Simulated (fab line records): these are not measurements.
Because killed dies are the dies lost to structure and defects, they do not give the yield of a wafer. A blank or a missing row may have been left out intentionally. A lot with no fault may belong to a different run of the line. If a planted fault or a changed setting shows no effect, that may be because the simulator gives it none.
8D (eight disciplines) problem report, filled in by code :: flow sky130 :: the parts of the form that need people (team, actions taken, sign-off) are left out

1. WHAT WENT WRONG
Wafers without a fault read 24, standard deviation 5.3; killed_at_contacts at SKY_PAD_OPEN_PROBE_99 reads a mean of 70 on 6 wafers belonging to 2 lots. Measured from the usual mean, that is +8.6 standard deviations.
First seen on wafer L380.2, day 49 20:42, on prober-02. Wafers with a number at this step in the record: 6, from 2 lots. The rule behind "out" and "out of limits": a value lying over 4 standard deviations away from the usual mean. All remaining wafers that have a number are taken as sound.

2. WHAT IT IS, WHAT IT ISN'T
question: which readings at this step
is: killed_at_contacts
is not: killed_at_M0_to_M3, killed_at_front_end, killed_at_other, killed_open

question: which lots
is: L380, L382
is not: -

question: which wafers of those lots
is: all that have a number
is not: -

question: read on which tools
is: prober-02
is not: -

question: when
is: from day 49 20:42
is not: up to then (0 sound wafers)

3. SUSPECTS, AND WHAT RULES EACH OUT
Counting: any tool at a process step up to the reading is kept as a suspect provided that every lot that is out went through it and no sound lot did after the first of them.
- rie_diel-02 at SKY_CONTACT_ETCH_16 (etches BARC in N2/H2, stops on SiO2, time 45.9 s, target depth 60 nm): kept. It ran every lot that is out, first L380 (day 36 23:49), and no sound lot after that.
- cmp-02 at SKY_VIA3_CMP_24 (polishes, stops on SiO2, t overpolish 20 s, target thk 0 nm): kept. It ran every lot that is out, first L380 (day 44 12:52), and no sound lot after that.
- prober-02 at SKY_PAD_OPEN_PROBE_99: kept. It ran every lot that is out, first L380 (day 49 20:42), and no sound lot after that. On those wafers its own readings are out: killed_at_contacts.
rie_diel-02 at SKY_CONTACT_ETCH_16, cmp-02 at SKY_VIA3_CMP_24 and prober-02 at SKY_PAD_OPEN_PROBE_99 are what is left after counting.

4. THE CAUSE (what the simulator had put in)
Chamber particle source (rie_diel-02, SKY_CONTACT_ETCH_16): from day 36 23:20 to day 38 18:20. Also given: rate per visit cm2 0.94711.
Of the 3 suspects that counting leaves, this tool is one.

5. SEQUENCE OF EFFECTS, ordered by route
One row per reading whose mean, taken over the struck wafers that have a number, lies over 3 standard deviations from the usual. Scope: only readings with a usual standard deviation given in the record; hours: median across lots of the time from each lot's start at the first step in this table that gives one to its start at this step; sigmas: change in usual standard deviations.
hours: 0
step: SKY_PAD_OPEN_PROBE_99
reading: killed_at_contacts
usual: 24
on struck wafers: 70
change: +46
sigmas: +8.6

hours: 0
step: SKY_PAD_OPEN_PROBE_99
reading: killed_dies
usual: 83
on struck wafers: 126
change: +43
sigmas: +4.7
Here are the process steps it includes:
- SKY_PAD_OPEN_PROBE_99

6. HOW IT WOULD HAVE BEEN CAUGHT EARLIER
The fault began at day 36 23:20; the first out-of-limits reading in this record came at day 49 20:42, 309 hours later.
An alarm limit of 4 standard deviations would not have fired on the tool readings at SKY_CONTACT_ETCH_16 for which the record gives a usual standard deviation, since none of them was out on any struck wafer.
Each of the lots that are out, 2 in all, had begun SKY_CONTACT_ETCH_16 on rie_diel-02 no later than day 49 20:42. None of them would have been spared by holding the tool at that moment.
